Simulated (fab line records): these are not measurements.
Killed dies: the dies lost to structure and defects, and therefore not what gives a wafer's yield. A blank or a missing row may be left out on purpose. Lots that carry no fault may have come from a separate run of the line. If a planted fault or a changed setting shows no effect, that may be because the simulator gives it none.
Matching of chambers ; flow sfq line ; 4 sister chambers for SFQ_TRILAYER_I3_VIA_ETCH_VIA_ETCH_088 on rie diel-03
The step etches SiO2 in CHF3, stops on Nb, target depth 260 nm. 4 wafers are shown with their chamber, then 6 later ones without.

== WAFERS PAIRED WITH THEIR CHAMBERS ==
wafer;chamber;oes product au (a.u.)
L781.1;1;0.856
L787.2;3;0.855
L787.3;0;0.854
L787.6;2;0.856

== WAFERS WITHOUT THEIR CHAMBER ==
wafer;oes product au (a.u.)
L789.1;0.859
L789.4;0.856
L789.5;0.850
L794.1;0.852
L794.3;0.857
L794.5;0.852

== EACH ONE'S CHAMBER ==
wafer;from the rows above;in truth
L789.1;can't be placed: 1 or 2 or 3 or 0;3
L789.4;can't be placed: 1 or 2 or 3 or 0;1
L789.5;can't be placed: 0 or 3 or 1 or 2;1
L794.1;can't be placed: 0 or 3 or 1 or 2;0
L794.3;can't be placed: 1 or 2 or 3 or 0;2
L794.5;can't be placed: 0 or 3 or 1 or 2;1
0 of 6 placed correctly. From these rows, 6 cannot be placed; in 6 the true chamber is one of the candidates. Wrongly placed: 0.
How it was worked out, from the rows above alone: a wafer's distance from a chamber is the root of the sum, over the readings, of the square of ((its reading less the chamber's mean) divided by the reading's scatter). If the next closest chamber is less than 2 further off than the closest, the wafer can't be placed; otherwise it belongs to the closest. Each chamber's mean is taken over the wafers shown for it. The scatter (one wafer shown for each chamber): square how far every hidden wafer sits from the nearest shown wafer, average those squares and take the square root.
